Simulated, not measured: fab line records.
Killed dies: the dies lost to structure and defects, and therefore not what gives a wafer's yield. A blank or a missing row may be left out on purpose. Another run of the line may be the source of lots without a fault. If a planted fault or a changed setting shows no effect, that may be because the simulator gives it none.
fab line records	flow sky130
[record] lots = 6	wafers = 18	last_day = 50
route steps=708 shown VIA1@475 METAL2@483 PAD_OPEN@708
lots that met no fault: taken from a fault-free run of the same line
start_h: start of the lot's first displayed wafer, in hours after the record's first day	wait_h: hours elapsed since this lot's preceding step	" same as the row above	L1.1+2: a row that stands for several wafers	- no value, or no start was given	* or withheld: withheld	< > ~ a bound
route shown NAME@n: NAME is a module with steps in the file, n the number in the route of the first one	usual: the fault-free wafers' mean and standard deviation	same: alike in all rows	chamber/n: place in a boat	sites: readings site by site	_std_site: the values' standard deviation	_edge_site: inner sites' mean taken away from outer sites' mean	radius_mm: how far each site lies from the wafer's centre	mask NAME#n: copy n	behind: the most recent tool/chamber to have shaped the wafer	hold: cause of the lot's hold/its duration in hours/its outcome	device: which transistor (n, p or np) failed to switch	end of line: tests run on the same wafers once the route is complete	for a step that has no rows: nothing shown but its recipe	killed: the dies lost at the first sort to structure and to defects; this is not the yield of the wafer	map: the dies of a wafer, with x for killed, . for not killed, _ for no die there
set.NAME: the setting that was run; set.NAME@STEP: the one run at that earlier step	model.NAME: the simulator's own value behind a step, which no gauge read
a table for each step, a row for each wafer; lots at some steps of the route
services: from which hour (start_h, from the record's first day; less than 0 if before it) a tool's chamber was out of use, for how many hours, and why
[[steps]]
[step SKY_VIA1_STRIP_17]
[recipe] chemistry = post_etch_residue_remover	time_s = 1200	temp_c = 72.5
[step SKY_VIA1_CLEAN_18]
[recipe] chemistry = IPA	time_s = 180	temp_c = 25
[step SKY_VIA1_CLEAN_19]
[recipe] chemistry = O3/DIW	dry = n2_spin
[step SKY_VIA1_SPUTTER_20]
[recipe] material = TiN	target_thk_nm = 20	chamber_pressure_pa = 5	power_w = 4000	time_s = 80
[step SKY_VIA1_CVD_21]
[recipe] material = W	target_thk_nm = 270	time_s = 80.902	temp_c = 400	pressure_torr = 40
[step SKY_VIA1_RS_MEAS_22]
[recipe] thk_meas_gauge = four-point-probe	reads = W_of_VIA1_CVD_21+TiN_of_VIA1_SPUTTER_20
[usual] VIA1_W_RS = 0.425/0.0059
lot.wafer	tool	chamber	start_h	wait_h	VIA1_W_RS[ohm/sq]
L604.1	film_metro-04	-	799.30	0.1	0.434
L604.4	"	-	"	"	0.427
L604.5	"	-	"	"	0.415
L606.3	film_metro-01	-	809.97	0.1	0.427
L606.4	"	-	"	"	0.431
L606.6	"	-	"	"	0.430
L607.1	film_metro-04	-	837.57	0.1	0.425
L607.2	"	-	"	"	0.416
L607.3	"	-	"	"	0.425
L608.3	film_metro-04	-	857.16	0.1	0.432
L608.4	"	-	"	"	0.435
L608.5	"	-	"	"	0.426
L621.1	film_metro-04	-	933.03	0.1	0.422
L621.5	"	-	"	"	0.420
L621.6	"	-	"	"	0.425
L623.4	film_metro-02	-	940.04	0.1	0.416
L623.5	"	-	"	"	0.419
L623.6	"	-	"	"	0.418
[step SKY_VIA1_THK_MEAS_23]
[recipe] thk_meas_gauge = xrf	reads = W_of_VIA1_CVD_21
[usual] VIA1_W_THK = 275/4.8
lot.wafer	tool	chamber	start_h	wait_h	VIA1_W_THK[nm]
L604.1	film_metro-04	-	799.42	0.1	266
L604.4	"	-	"	"	270
L604.5	"	-	"	"	278
L606.3	film_metro-01	-	810.07	0.1	277
L606.4	"	-	"	"	273
L606.6	"	-	"	"	274
L607.1	film_metro-04	-	837.69	0.1	272
L607.2	"	-	"	"	278
L607.3	"	-	"	"	272
L608.3	film_metro-04	-	857.26	0.1	268
L608.4	"	-	"	"	266
L608.5	"	-	"	"	273
L621.1	film_metro-04	-	933.15	0.1	275
L621.5	"	-	"	"	275
L621.6	"	-	"	"	273
L623.4	film_metro-02	-	940.13	0.1	281
L623.5	"	-	"	"	281
L623.6	"	-	"	"	280
[step SKY_VIA1_CMP_24]
[recipe] stop_on = SiO2	t_overpolish_s = 15	down_force_psi = 3.5	platen_rpm = 60	target_thk_nm = 0	pad_velocity_m_s = 0.94248
[usual] edge_zone_pressure_frac = 1.001/0.0046	motor_current_A = 10.7/1.6	overpolish_run_s = 15.000/0.0081	time_to_endpoint_s = 65.5/2.7
lot.wafer	tool	chamber	start_h	wait_h	edge_zone_pressure_frac	motor_current_A	overpolish_run_s	time_to_endpoint_s
L604.4	cmp-02	2	799.58	0.1	0.998	12.4	14.994	64.1
L604.1	"	3	"	"	1.002	10.8	14.999	61.1
L604.5	"	0	"	"	1.001	8.9	15.001	66.4
L606.4	cmp-02	1	810.16	0.1	0.998	12.1	14.999	64.2
L606.3	"	2	"	"	1.006	12.1	14.991	63.9
L606.6	"	1	"	"	1.002	11.7	14.998	62.3
L607.3	cmp-02	2	837.75	0.0	0.994	11.7	14.990	68.4
L607.1	"	3	"	"	1.003	11.0	14.994	63.1
L607.2	"	1	"	"	0.997	12.1	15.010	67.8
L608.4	cmp-01	2	857.30	0.0	0.995	7.8	14.999	67.5
L608.3	"	1	"	"	1.020	9.4	15.015	64.9
L608.5	"	2	"	"	1.003	8.0	15.001	65.3
L621.1	cmp-01	2	933.26	0.1	1.001	8.1	14.975	67.5
L621.5	"	1	"	"	1.006	9.4	14.999	64.9
L621.6	"	2	"	"	1.002	7.6	15.010	64.1
L623.4	cmp-02	3	940.16	0.0	0.998	10.8	14.992	66.6
L623.5	"	3	"	"	1.002	10.5	15.002	66.8
L623.6	"	0	"	"	0.996	9.0	15.004	66.6
[step SKY_METAL2_SPUTTER_00]
[recipe] material = Ti	target_thk_nm = 15	power_w = 3000	time_s = 10	chamber_pressure_pa = 0.4
[step SKY_METAL2_SPUTTER_01]
[recipe] material = TiN	target_thk_nm = 20	power_w = 6500	time_s = 16.7	chamber_pressure_pa = 0.4
[usual] throttle_valve_pct = 30.2/0.7
lot.wafer	tool	chamber	start_h	wait_h	throttle_valve_pct
L604.1	pvd_sputter-04	-	799.80	0.0	31.0
L604.4	"	-	"	"	30.5
L604.5	"	-	"	"	29.8
L606.3	pvd_sputter-01	-	810.44	0.0	31.5
L606.4	"	-	"	"	30.8
L606.6	"	-	"	"	29.0
L607.1	pvd_sputter-01	-	838.07	0.0	31.8
L607.2	"	-	"	"	28.8
L607.3	"	-	"	"	30.5
L608.3	pvd_sputter-01	-	857.62	0.0	30.5
L608.4	"	-	"	"	31.8
L608.5	"	-	"	"	29.1
L621.1	pvd_sputter-02	-	933.53	0.0	31.2
L621.5	"	-	"	"	29.2
L621.6	"	-	"	"	31.4
L623.4	pvd_sputter-04	-	940.48	0.0	29.9
L623.5	"	-	"	"	29.7
L623.6	"	-	"	"	30.2
[step SKY_METAL2_SPUTTER_02]
[recipe] material = AlCu	target_thk_nm = 250	power_w = 10600	time_s = 13.3	chamber_pressure_pa = 0.4
[step SKY_METAL2_SPUTTER_03]
[recipe] material = Ti	target_thk_nm = 5	power_w = 3000	time_s = 3.3	chamber_pressure_pa = 0.4
[usual] throttle_valve_pct = 30.2/0.71
lot.wafer	tool	chamber	start_h	wait_h	throttle_valve_pct
L604.1	pvd_sputter-04	-	799.85	0.0	30.7
L604.4	"	-	"	"	30.4
L604.5	"	-	"	"	29.9
L606.3	pvd_sputter-01	-	810.49	0.0	31.5
L606.4	"	-	"	"	30.8
L606.6	"	-	"	"	29.0
L607.1	pvd_sputter-01	-	838.12	0.0	31.7
L607.2	"	-	"	"	28.8
L607.3	"	-	"	"	30.7
L608.3	pvd_sputter-01	-	857.67	0.0	30.4
L608.4	"	-	"	"	31.8
L608.5	"	-	"	"	28.8
L621.1	pvd_sputter-02	-	933.58	0.0	31.1
L621.5	"	-	"	"	29.3
L621.6	"	-	"	"	31.4
L623.4	pvd_sputter-04	-	940.53	0.0	29.9
L623.5	"	-	"	"	29.8
L623.6	"	-	"	"	30.3
[step SKY_METAL2_SPUTTER_04]
[recipe] material = TiN	target_thk_nm = 70	power_w = 6500	time_s = 58.3	chamber_pressure_pa = 0.4
[usual] throttle_valve_pct = 30.2/0.7
lot.wafer	tool	chamber	start_h	wait_h	throttle_valve_pct	model.TiN_of_METAL2_SPUTTER_04.thk_nm
L604.1	pvd_sputter-04	-	799.87	0.0	30.5	69.23
L604.4	"	-	"	"	30.2	69.79
L604.5	"	-	"	"	30.0	69.8
L606.3	pvd_sputter-01	-	810.50	0.0	31.6	70.89
L606.4	"	-	"	"	30.6	71.33
L606.6	"	-	"	"	28.9	70.36
L607.1	pvd_sputter-01	-	838.14	0.0	31.7	115
L607.2	"	-	"	"	29.1	114.2
L607.3	"	-	"	"	30.6	114.4
L608.3	pvd_sputter-01	-	857.69	0.0	30.5	115.6
L608.4	"	-	"	"	31.8	115.6
L608.5	"	-	"	"	28.9	114.8
L621.1	pvd_sputter-02	-	933.60	0.0	31.4	69.53
L621.5	"	-	"	"	29.2	69.53
L621.6	"	-	"	"	31.2	69.13
L623.4	pvd_sputter-04	-	940.55	0.0	29.8	70.78
L623.5	"	-	"	"	30.1	70.01
L623.6	"	-	"	"	30.5	70.7
[step SKY_METAL2_RS_MEAS_05]
[recipe] thk_meas_gauge = four-point-probe	reads = TiN_of_METAL2_SPUTTER_04+Ti_of_METAL2_SPUTTER_03+AlCu_of_METAL2_SPUTTER_02+TiN_of_METAL2_SPUTTER_01+Ti_of_METAL2_SPUTTER_00
[usual] METAL2_ALCU_RS = 0.1273/0.0015
lot.wafer	tool	chamber	start_h	wait_h	METAL2_ALCU_RS[ohm/sq]
L604.1	film_metro-02	-	799.92	0.0	0.1303
L604.4	"	-	"	"	0.1301
L604.5	"	-	"	"	0.1294
L606.3	film_metro-02	-	810.59	0.1	0.1265
L606.4	"	-	"	"	0.1287
L606.6	"	-	"	"	0.1272
L607.1	film_metro-02	-	838.19	0.0	0.1291
L607.2	"	-	"	"	0.1295
L607.3	"	-	"	"	0.1280
L608.3	film_metro-01	-	857.78	0.1	0.1267
L608.4	"	-	"	"	0.1263
L608.5	"	-	"	"	0.1272
L621.1	film_metro-01	-	933.65	0.0	0.1294
L621.5	"	-	"	"	0.1275
L621.6	"	-	"	"	0.1288
L623.4	film_metro-03	-	940.66	0.1	0.1262
L623.5	"	-	"	"	0.1272
L623.6	"	-	"	"	0.1287
[step SKY_METAL2_THK_MEAS_06]
[recipe] thk_meas_gauge = xrf	reads = AlCu_of_METAL2_SPUTTER_02
[usual] METAL2_ALCU_THK = 250/3
lot.wafer	tool	chamber	start_h	wait_h	METAL2_ALCU_THK[nm]
L604.1	film_metro-02	-	800.04	0.1	244
L604.4	"	-	"	"	245
L604.5	"	-	"	"	247
L606.3	film_metro-02	-	810.69	0.1	250
L606.4	"	-	"	"	246
L606.6	"	-	"	"	251
L607.1	film_metro-02	-	838.31	0.1	226
L607.2	"	-	"	"	224
L607.3	"	-	"	"	228
L608.3	film_metro-01	-	857.88	0.1	229
L608.4	"	-	"	"	231
L608.5	"	-	"	"	229
L621.1	film_metro-01	-	933.77	0.1	246
L621.5	"	-	"	"	251
L621.6	"	-	"	"	248
L623.4	film_metro-03	-	940.75	0.1	255
L623.5	"	-	"	"	252
L623.6	"	-	"	"	250
[step SKY_METAL2_DEHYDRATE_07]
[recipe] temp_c = 200	time_s = 60
[step SKY_METAL2_HMDS_08]
[recipe] prime_time_s = 60	prime_temp_c = 120
[step SKY_METAL2_COAT_09]
[recipe] resist = BARC	temp_c = withheld	time_s = withheld	spin_rpm = 3000	resist_thk_nm = 60
[step SKY_METAL2_COAT_10]
[recipe] resist = KrF-thick	spin_rpm = 3000	resist_thk_nm = 450
[step SKY_METAL2_SOFTBAKE_11]
[recipe] temp_c = 100	time_s = 90	resist = KrF-thick
[step SKY_METAL2_EXPOSE_12]
[recipe] mask_id = MM2	na = 0.8	source_shape = annular	sigma_inner = 0.55	sigma_outer = 0.85	target_cd_nm = 140	dose_mj = 28
[step SKY_METAL2_PEB_13]
[recipe] peb_temp_c = withheld	peb_time_s = withheld	resist = KrF-thick
[step SKY_METAL2_DEVELOP_14]
[recipe] develop_time_s = 60	resist = KrF-thick	dev_temp_c = 21
[step SKY_METAL2_CD_MEAS_15]
[recipe] target_cd_nm = 140
[usual] cd_nm = 140.4/1.7
lot.wafer	tool	chamber	start_h	wait_h	cd_nm
L604.1	cd_sem-02	-	826.34	-	139.3
L604.4	"	-	"	"	139.9
L604.5	"	-	"	"	139.3
L606.3	cd_sem-01	-	836.98	-	144.5
L606.4	"	-	"	"	143.0
L606.6	"	-	"	"	142.5
L607.1	cd_sem-02	-	863.88	-	140.8
L607.2	"	-	"	"	141.3
L607.3	"	-	"	"	140.6
L608.3	cd_sem-01	-	883.68	-	142.6
L608.4	"	-	"	"	142.6
L608.5	"	-	"	"	141.3
L621.1	cd_sem-02	-	957.64	-	140.3
L621.5	"	-	"	"	141.0
L621.6	"	-	"	"	141.7
L623.4	cd_sem-02	-	964.10	-	139.3
L623.5	"	-	"	"	140.8
L623.6	"	-	"	"	141.7
[step SKY_METAL2_OVL_MEAS_16]
[usual] METAL2_OVL = 0/4
lot.wafer	tool	chamber	start_h	wait_h	METAL2_OVL[nm]
L604.1	overlay-01	-	826.46	0.1	-5
L604.4	"	-	"	"	0
L604.5	"	-	"	"	-8
L606.3	overlay-02	-	837.07	0.1	-2
L606.4	"	-	"	"	2
L606.6	"	-	"	"	0
L607.1	overlay-01	-	864.00	0.1	1
L607.2	"	-	"	"	-2
L607.3	"	-	"	"	-1
L608.3	overlay-02	-	883.77	0.1	5
L608.4	"	-	"	"	1
L608.5	"	-	"	"	8
L621.1	overlay-01	-	957.76	0.1	9
L621.5	"	-	"	"	0
L621.6	"	-	"	"	3
L623.4	overlay-01	-	964.18	0.1	1
L623.5	"	-	"	"	-1
L623.6	"	-	"	"	-6
[step SKY_METAL2_DESCUM_17]
[recipe] chemistry = O2	source_power_w = 150	bias_power_w = 0	pressure_mtorr = 10	temp_c = 40	time_s = 8
[usual] chamber_pressure_mTorr = 10.000/0.0093	drypump_motor_current_A = 5.6/0.41	oes_product_au = 0.998/0.0072
lot.wafer	tool	chamber	start_h	wait_h	chamber_pressure_mTorr	drypump_motor_current_A	oes_product_au	rf_hours_counter_h
L604.1	rie_metal-01	0	826.49	0.0	10.007	5.9	1.000	4.5
L604.4	"	1	"	"	10.016	5.1	1.001	-
L604.5	"	0	"	"	9.986	5.9	0.995	-
L606.3	rie_metal-02	1	837.11	0.0	10.004	5.3	0.993	-
L606.4	"	0	"	"	9.992	6.1	1.013	-
L606.6	"	0	"	"	9.999	6.1	1.011	-
L607.1	rie_metal-02	0	864.03	0.0	10.005	6.1	0.992	6.5
L607.2	"	1	"	"	10.000	5.3	1.005	9.5
L607.3	"	0	"	"	9.999	6.1	0.999	-
L608.3	rie_metal-01	1	883.81	0.0	9.996	5.1	0.990	-
L608.4	"	0	"	"	9.996	5.9	0.995	-
L608.5	"	0	"	"	9.994	5.9	0.995	-
L621.1	rie_metal-01	0	957.80	0.0	10.006	5.9	0.990	10.4
L621.5	"	0	"	"	10.001	5.9	0.992	-
L621.6	"	1	"	"	10.004	5.1	1.011	-
L623.4	rie_metal-03	1	964.21	0.0	10.012	5.1	0.989	-
L623.5	"	0	"	"	9.991	5.8	1.003	-
L623.6	"	1	"	"	10.005	5.1	1.000	-
[step SKY_METAL2_ETCH_18]
[recipe] chemistry = N2/H2	target = BARC	ion_energy_ev = 200	bias_w = 100	pressure_mtorr = 30	n2_flow_sccm = 100	h2_flow_sccm = 200	icp_w = 500	stop_on = SiO2	time_s = 45.9	target_depth_a = 600
[step SKY_METAL2_METAL_ETCH_19]
[recipe] target_depth_a = 3600	stop_on = SiO2	over_etch_frac = 0.3	time_s = 78	chemistry = Cl2/BCl3	resist_sidewall_deg = 88	pressure_mtorr = 10	icp_w = 900	bias_w = 48.5	Cl2_flow_sccm = 60	bcl3_flow_sccm = 30
[usual] chamber_pressure_mTorr = 10.001/0.0099	drypump_motor_current_A = 5.6/0.41	oes_product_au = 0.854/0.0057	throttle_valve_pct = 22.265/0.01
lot.wafer	tool	chamber	start_h	wait_h	chamber_pressure_mTorr	drypump_motor_current_A	oes_product_au	rf_hours_counter_h	throttle_valve_pct
L604.1	rie_metal-01	0	826.59	0.0	9.989	5.9	0.843	4.5	22.263
L604.4	"	1	"	"	9.989	5.1	0.850	-	22.276
L604.5	"	0	"	"	10.020	5.9	0.861	-	22.244
L606.3	rie_metal-02	1	837.22	0.1	10.005	5.4	0.851	-	22.271
L606.4	"	0	"	"	10.008	6.2	0.850	-	22.267
L606.6	"	0	"	"	10.002	6.1	0.850	-	22.261
L607.1	rie_metal-02	0	864.13	0.0	9.987	6.1	0.862	6.6	22.267
L607.2	"	1	"	"	10.007	5.3	0.854	9.5	22.274
L607.3	"	0	"	"	10.015	6.1	0.857	-	22.266
L608.3	rie_metal-01	1	883.92	0.1	9.998	5.1	0.864	-	22.275
L608.4	"	0	"	"	10.012	5.9	0.869	-	22.270
L608.5	"	0	"	"	9.990	5.9	0.865	-	22.264
L621.1	rie_metal-01	0	957.89	0.0	10.017	5.9	0.850	10.5	22.272
L621.5	"	0	"	"	9.986	5.9	0.852	-	22.266
L621.6	"	1	"	"	10.007	5.1	0.859	-	22.263
L623.4	rie_metal-03	1	964.32	0.1	10.000	5.1	0.855	-	22.250
L623.5	"	0	"	"	9.984	5.8	0.855	-	22.254
L623.6	"	1	"	"	9.997	5.1	0.852	-	22.267
[step SKY_METAL2_STRIP_20]
[recipe] chemistry = O2/N2	power_w = 1400	pressure_mtorr = 1500	platen_temp_c = withheld	o2_flow_sccm = 3000	n2_flow_sccm = 300	overash_fraction = 0.5
[step SKY_METAL2_STRIP_21]
[recipe] chemistry = post_etch_residue_remover	time_s = 1200	temp_c = 72.5
lot.wafer	tool	chamber	start_h	wait_h	model.TiN_of_METAL2_SPUTTER_04.thk_nm
L604.1	wet_bench-02	2	826.78	0.1	68.81
L604.4	"	2	"	"	69.37
L604.5	"	2	"	"	69.38
L606.3	wet_bench-02	3	837.38	0.0	70.47
L606.4	"	3	"	"	70.91
L606.6	"	3	"	"	69.94
L607.1	wet_bench-04	1	864.32	0.1	114.5
L607.2	"	1	"	"	113.8
L607.3	"	1	"	"	114
L608.3+4	wet_bench-03	2	884.08	0.0	115.2
L608.5	"	2	"	"	114.4
L621.1+5	wet_bench-04	2	958.08	0.1	69.11
L621.6	"	2	"	"	68.71
L623.4	wet_bench-04	0	964.48	0.0	70.36
L623.5	"	0	"	"	69.59
L623.6	"	0	"	"	70.28
[step SKY_METAL2_CLEAN_22]
[recipe] chemistry = IPA	time_s = 180	temp_c = 25
[step SKY_PAD_OPEN_PROBE_99]
[usual] defect_limited_yield = 82.2/1.8	killed_at_M0_to_M3 = 44/6	killed_at_M4_up = 3.3/2.1	killed_at_contacts = 25/5.5	killed_at_front_end = 15/4.3	killed_at_other = 0.2/0.41	killed_dies = 88/9.1	killed_open = 48/6.6	killed_short = 39/6.7	sort_bin_3_pad_short = 0.9/0.4	sort_bin_5_function = 10.4/1.5	sort_bin_6_memory = 6.5/1.1	sort_n_pass = 404/9.1	sort_yield_pct = 82.2/1.8
[same] gross_dies = 492	killed_at_back_side = 0	sort_bin_4_leakage[%] = 0	sort_bin_8_speed[%] = 0
lot.wafer	tool	chamber	start_h	wait_h	defect_limited_yield[%]	killed_at_M0_to_M3	killed_at_M4_up	killed_at_contacts	killed_at_front_end	killed_at_other	killed_dies	killed_open	killed_short	sort_bin_3_pad_short[%]	sort_bin_5_function[%]	sort_bin_6_memory[%]	sort_n_pass	sort_yield_pct[%]	model.etest.via2_chain.rc_ohm
L604.1	prober-01	-	1076.81	0.1	83.3	40	2	23	17	0	82	48	34	1.0	10.2	5.5	410	83.3	10.3
L604.4	prober-01	-	1076.96	0.2	81.9	42	6	26	15	0	89	51	38	0.4	11.6	6.1	403	81.9	9.495
L604.5	prober-01	-	1077.01	0.2	82.3	34	6	33	14	0	87	51	36	0.8	11.2	5.7	405	82.3	10.21
L606.3	prober-01	-	1087.68	0.2	80.7	48	2	28	17	0	95	49	46	0.8	11.8	6.7	397	80.7	9.988
L606.4	prober-01	-	1087.73	0.2	84.1	45	3	20	10	0	78	45	33	0.4	10.6	4.9	414	84.1	10.13
L606.6	prober-01	-	1087.83	0.2	85.6	33	1	25	12	0	71	37	33	1.2	6.9	6.3	421	85.6	9.356
L607.1	prober-02	-	1109.89	0.1	81.7	40	6	27	17	0	90	47	43	0.8	10.2	7.3	402	81.7	11.4
L607.2	prober-02	-	1109.94	0.1	83.5	41	4	20	15	1	81	47	34	0.2	8.9	7.3	411	83.5	11.27
L607.3	prober-02	-	1109.99	0.2	79.9	51	4	28	16	0	99	54	45	1.0	11.4	7.7	393	79.9	11.49
L608.3	prober-02	-	1130.20	0.2	82.3	43	7	20	17	0	87	55	32	0.8	9.8	7.1	405	82.3	11.46
L608.4	prober-02	-	1130.25	0.2	83.7	36	9	17	18	0	80	42	38	0.4	10.2	5.7	412	83.7	11.33
L608.5	prober-02	-	1130.30	0.2	82.5	37	4	28	17	0	86	55	31	1.8	9.3	6.3	406	82.5	10.69
L621.1	prober-02	-	1185.16	0.1	82.5	41	5	31	9	0	86	49	37	0.4	10.2	6.9	406	82.5	9.971
L621.5	prober-02	-	1185.36	0.2	83.7	45	6	20	9	0	80	43	37	0.6	11.2	4.5	412	83.7	9.598
L621.6	prober-02	-	1185.41	0.2	81.9	41	5	29	14	0	89	50	39	0.6	10.0	7.5	403	81.9	9.652
L623.4	prober-02	-	1187.96	0.2	84.3	37	3	22	15	0	77	40	37	1.6	8.3	5.7	415	84.3	10.31
L623.5	prober-02	-	1188.01	0.2	78.3	54	1	38	14	0	107	69	38	1.0	12.8	7.9	385	78.3	10.48
L623.6	prober-02	-	1188.06	0.2	85.2	35	1	19	18	0	73	41	32	0.8	9.8	4.3	419	85.2	10.15
// killed by level:class
L604.1 VIA1:geometric_particle:open=14 CONTACT:geometric_particle:open=10 METAL1:geometric_particle:short=8 VIA3:geometric_particle:open=7 POLY_GATE:geometric_particle:short=6 LI_CONTACT:geometric_particle:open=6 FIELD_ISO:geometric_particle:short=3 POLY_GATE:geometric_particle:open=3
L604.4 VIA1:geometric_particle:open=8 VIA2:geometric_particle:open=8 CONTACT:geometric_particle:open=7 POLY_GATE:geometric_particle:short=6 LI_CONTACT:geometric_particle:open=6 METAL1:geometric_particle:short=6 METAL3:geometric_particle:short=5 VIA3:geometric_particle:open=5
L604.5 VIA1:geometric_particle:open=13 LI_CONTACT:geometric_particle:open=10 CONTACT:geometric_particle:open=10 FIELD_ISO:geometric_particle:open=7 VIA1:geometric_particle:short=7 LI_CONTACT:geometric_particle:short=6 LOCAL_INTERCONNECT:geometric_particle:short=5 METAL4:geometric_particle:short=5
L606.3 VIA1:geometric_particle:open=13 LI_CONTACT:geometric_particle:open=8 CONTACT:geometric_particle:short=8 VIA2:geometric_particle:open=7 FIELD_ISO:geometric_particle:short=6 VIA3:geometric_particle:open=5 CONTACT:geometric_particle:open=5 METAL1:geometric_particle:short=5
L606.4 VIA3:geometric_particle:open=12 CONTACT:geometric_particle:open=10 METAL2:geometric_particle:short=7 LI_CONTACT:geometric_particle:open=5 METAL1:geometric_particle:short=5 VIA1:geometric_particle:short=5 VIA1:geometric_particle:open=4 FIELD_ISO:geometric_particle:open=2
L606.6 CONTACT:geometric_particle:open=11 CONTACT:geometric_particle:short=6 VIA1:geometric_particle:open=6 FIELD_ISO:geometric_particle:short=5 FIELD_ISO:geometric_particle:open=5 LI_CONTACT:geometric_particle:open=4 METAL1:geometric_particle:short=4 METAL2:geometric_particle:short=4
L607.1 CONTACT:geometric_particle:open=12 LI_CONTACT:geometric_particle:open=6 VIA1:geometric_particle:short=6 METAL1:geometric_particle:short=6 POLY_GATE:geometric_particle:short=5 POLY_GATE:geometric_particle:open=5 METAL4:geometric_particle:short=5 CONTACT:geometric_particle:short=5
L607.2 VIA1:geometric_particle:open=11 CONTACT:geometric_particle:open=8 VIA2:geometric_particle:open=7 METAL2:geometric_particle:short=6 LI_CONTACT:geometric_particle:open=5 POLY_GATE:geometric_particle:open=5 CONTACT:geometric_particle:short=4 VIA3:geometric_particle:short=4
L607.3 VIA1:geometric_particle:open=14 CONTACT:geometric_particle:open=14 VIA2:geometric_particle:open=9 METAL1:geometric_particle:short=7 VIA3:geometric_particle:open=7 POLY_GATE:geometric_particle:short=5 LOCAL_INTERCONNECT:geometric_particle:short=4 CONTACT:geometric_particle:short=4
L608.3 VIA1:geometric_particle:open=13 LI_CONTACT:geometric_particle:open=9 VIA3:geometric_particle:open=8 POLY_GATE:geometric_particle:open=6 VIA2:geometric_particle:open=6 CONTACT:geometric_particle:open=5 METAL4:geometric_particle:short=5 FIELD_ISO:geometric_particle:short=4
L608.4 VIA1:geometric_particle:open=8 FIELD_ISO:geometric_particle:open=6 LI_CONTACT:geometric_particle:open=6 VIA3:geometric_particle:open=6 METAL4:geometric_particle:short=6 FIELD_ISO:geometric_particle:short=5 POLY_GATE:geometric_particle:short=4 CONTACT:geometric_particle:open=4
L608.5 CONTACT:geometric_particle:open=11 VIA1:geometric_particle:open=8 LI_CONTACT:geometric_particle:open=7 VIA2:geometric_particle:open=7 FIELD_ISO:geometric_particle:open=5 VIA3:geometric_particle:open=5 POLY_GATE:geometric_particle:open=4 VIA1:geometric_particle:short=4
L621.1 CONTACT:geometric_particle:open=10 VIA1:geometric_particle:open=9 VIA2:geometric_particle:open=8 VIA3:geometric_particle:open=8 LI_CONTACT:geometric_particle:open=6 LOCAL_INTERCONNECT:geometric_particle:short=6 CONTACT:geometric_particle:short=5 METAL3:geometric_particle:short=5
L621.5 CONTACT:geometric_particle:open=10 METAL1:geometric_particle:short=9 VIA2:geometric_particle:open=6 VIA3:geometric_particle:open=6 VIA1:geometric_particle:open=5 LI_CONTACT:geometric_particle:open=4 LOCAL_INTERCONNECT:geometric_particle:short=4 METAL4:geometric_particle:short=4
L621.6 VIA1:geometric_particle:open=12 CONTACT:geometric_particle:open=11 VIA3:geometric_particle:open=9 POLY_GATE:geometric_particle:short=6 LI_CONTACT:geometric_particle:open=6 METAL1:geometric_particle:short=6 LOCAL_INTERCONNECT:geometric_particle:short=5 METAL3:geometric_particle:short=4
L623.4 VIA1:geometric_particle:open=12 CONTACT:geometric_particle:open=8 FIELD_ISO:geometric_particle:open=5 LOCAL_INTERCONNECT:geometric_particle:short=5 VIA1:geometric_particle:short=5 FIELD_ISO:geometric_particle:short=4 LI_CONTACT:geometric_particle:open=4 METAL2:geometric_particle:short=4
L623.5 LI_CONTACT:geometric_particle:open=14 CONTACT:geometric_particle:open=13 VIA2:geometric_particle:open=12 VIA1:geometric_particle:open=10 METAL2:geometric_particle:short=7 VIA3:geometric_particle:open=7 FIELD_ISO:geometric_particle:open=6 VIA2:geometric_particle:short=6
L623.6 VIA1:geometric_particle:open=12 VIA2:geometric_particle:open=7 POLY_GATE:geometric_particle:short=6 CONTACT:geometric_particle:open=6 LI_CONTACT:geometric_particle:open=5 CONTACT:geometric_particle:short=5 FIELD_ISO:geometric_particle:open=4 FIELD_ISO:geometric_particle:short=4
[[services]]
tool	chamber	start_h	hours	kind
pvd_sputter-04	-	775.92	5.5	repair
pvd_sputter-04	-	816.93	2.1	repair
wet_bench-03	-	818.30	2.9	repair
cmp-01	-	830.80	5.8	pm
pvd_sputter-02	-	832.51	12.7	repair
rie_metal-03	-	836.44	1.1	repair
pvd_sputter-01	-	845.03	0.9	repair
cmp-02	-	855.98	0.7	repair
wet_bench-03	-	860.21	1.9	pm
pvd_sputter-01	-	860.96	2.1	repair
cmp-01	-	862.67	0.3	repair
rie_metal-02	-	906.27	2.8	pm
wet_bench-04	-	909.44	2.2	repair
pvd_sputter-01	-	909.97	1.9	repair
rie_metal-02	1	917.11	2.6	repair
cmp-01	-	919.23	4.0	pm
pvd_sputter-02	-	926.81	3.3	repair
cmp-01	-	933.86	1.7	repair
pvd_sputter-04	-	942.44	1.1	repair
rie_metal-01	-	954.43	2.8	pm
pvd_sputter-01	0	958.13	-	consumable_replace:kit
pvd_sputter-01	0	958.13	18.0	scheduled_down
pvd_sputter-01	0	958.13	18.0	vent_cycle
cmp-02	-	962.55	4.4	pm
[[key]]
[first_sign] step = SKY_METAL2_THK_MEAS_06	reading = METAL2_ALCU_THK	direction = down	sigmas = 7.4	usual = 250	struck = 228
effect none on later readings
[model_effect] step = SKY_METAL2_SPUTTER_04	value = TiN_of_METAL2_SPUTTER_04.thk_nm	without = 70.12	struck = 114.9
[model_effect] step = SKY_METAL2_STRIP_21	value = TiN_of_METAL2_SPUTTER_04.thk_nm	without = 69.7	struck = 114.5
[model_effect] step = SKY_PAD_OPEN_PROBE_99	value = etest.via2_chain.rc_ohm	without = 10.01	struck = 11.27
met_at SKY_METAL2_SPUTTER_04
struck_wafers L607.1,L607.2,L607.3,L608.3,L608.4,L608.5
onset_between 810.50 838.14
also_fits SKY_METAL2_SPUTTER_01:pvd_sputter-01,SKY_METAL2_SPUTTER_03:pvd_sputter-01
[fault] kind = process_parameter_drift	tool = pvd_sputter-01	chamber = -	onset_h = 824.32	steps = SKY_METAL2_SPUTTER_04	channel = time_s	offset = *	shape = step	end_h = 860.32	acts_in = *	stated = *
